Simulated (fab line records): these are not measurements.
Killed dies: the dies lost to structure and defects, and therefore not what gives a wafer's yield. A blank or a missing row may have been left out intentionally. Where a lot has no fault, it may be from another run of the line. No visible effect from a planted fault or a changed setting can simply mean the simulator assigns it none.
2 desks, one fault | flow sky130 | each desk has only its own numbers; what lay behind them comes last

METROLOGY DESK
Means of the sampled wafers that have a number, per lot and without regard to the tool the lot ran on: this is what the gauges read. Marked OUT: a lot whose mean sits more than 4 standard deviations from the usual mean, which makes it out of limits; the brackets give that distance.
Columns: A = NWELL_RS at SKY_NWELL_RS_MEAS_29, usual 625.0 ohm/sq; B = VT_ADJUST_NCORE_OVL at SKY_VT_ADJUST_NCORE_OVL_MEAS_08, usual 1.7 nm; C = VT_ADJUST_NCORE_TW at SKY_VT_ADJUST_NCORE_TW_MEAS_11, usual 220.4
lot  | first seen here | A     | B   | C
L684 | day 5 10:29     | 622.6 | 1.4 | 221.7
L685 | day 5 13:25     | 626.0 | 1.0 | 222.0
L687 | day 6 06:12     | 626.0 | 0.6 | 217.6
L688 | day 6 10:12     | 625.8 | 1.3 | 30.2 (-99 or more) OUT
L697 | day 8 16:59     | 625.9 | 1.1 | 218.5
L699 | day 9 03:19     | 623.9 | 2.9 | 221.8
L700 | day 9 08:24     | 624.3 | 0.6 | 219.7
L702 | day 10 00:16    | 623.9 | 4.3 | 220.3
L703 | day 10 06:42    | 624.6 | 1.4 | 220.9
L704 | day 10 13:12    | 624.8 | 4.6 | 222.1
L705 | day 10 17:34    | 625.6 | 0.4 | 220.8
L706 | day 10 23:39    | 624.2 | 2.4 | 220.9
L707 | day 11 01:36    | 624.0 | 0.5 | 221.4
This desk's result: L688 out of limits, first on L688 (VT_ADJUST_NCORE_TW at SKY_VT_ADJUST_NCORE_TW_MEAS_11), day 9 23:26. L684, L685, L687, L697, L699, L700, L702, L703, L704, L705, L706, L707: within limits.

AT THE TOOL OWNER'S DESK: plasma asher-02
The tool's own readings at SKY_VT_ADJUST_LVTN_STRIP_20 (strips in O2/N2): means of the sampled wafers that have a number, for each lot that ran on this tool. Marked OUT: a lot whose mean sits more than 4 standard deviations from the usual mean, which makes it out of limits; the brackets give that distance.
Columns: A = chamber pressure mTorr at SKY_VT_ADJUST_LVTN_STRIP_20, usual 1500.3 mTorr; B = drypump motor current A at SKY_VT_ADJUST_LVTN_STRIP_20, usual 5.6 A; C = oes product au at SKY_VT_ADJUST_LVTN_STRIP_20, usual 0.716 a.u.; D = strip time to endpoint s at SKY_VT_ADJUST_LVTN_STRIP_20, usual 14.18 s
lot  | first seen here | A      | B   | C               | D
L684 | day 7 20:34     | 1500.3 | 5.4 | 0.715           | 14.17
L685 | day 7 23:38     | 1501.3 | 5.6 | 0.715           | 14.17
L688 | day 9 00:35     | 1499.2 | 5.6 | 0.917 (+48) OUT | -
L704 | day 13 14:41    | 1500.4 | 5.6 | 0.715           | 14.12
This desk's verdict: out of limits on L688, starting with L688 at day 9 00:35 (oes product au at SKY_VT_ADJUST_LVTN_STRIP_20). L684, L685, L704: within limits.

PUT TOGETHER
The tool owner's desk had the chance to raise an alarm at day 9 00:35 on L688.
L688 would have let the metrology desk raise an alarm at day 9 23:26.
All the named lots went through SKY_VT_ADJUST_LVTN_STRIP_20 on plasma asher-02.

WHAT WAS PUT IN BY THE SIMULATOR
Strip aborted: plasma asher-02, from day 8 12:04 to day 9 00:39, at SKY_VT_ADJUST_LVTN_STRIP_20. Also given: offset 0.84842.
Shown lots that were struck: L688.
Time in hours from fault onset to the first out-of-limits reading at each desk: tool owner's desk 13, metrology desk 35.
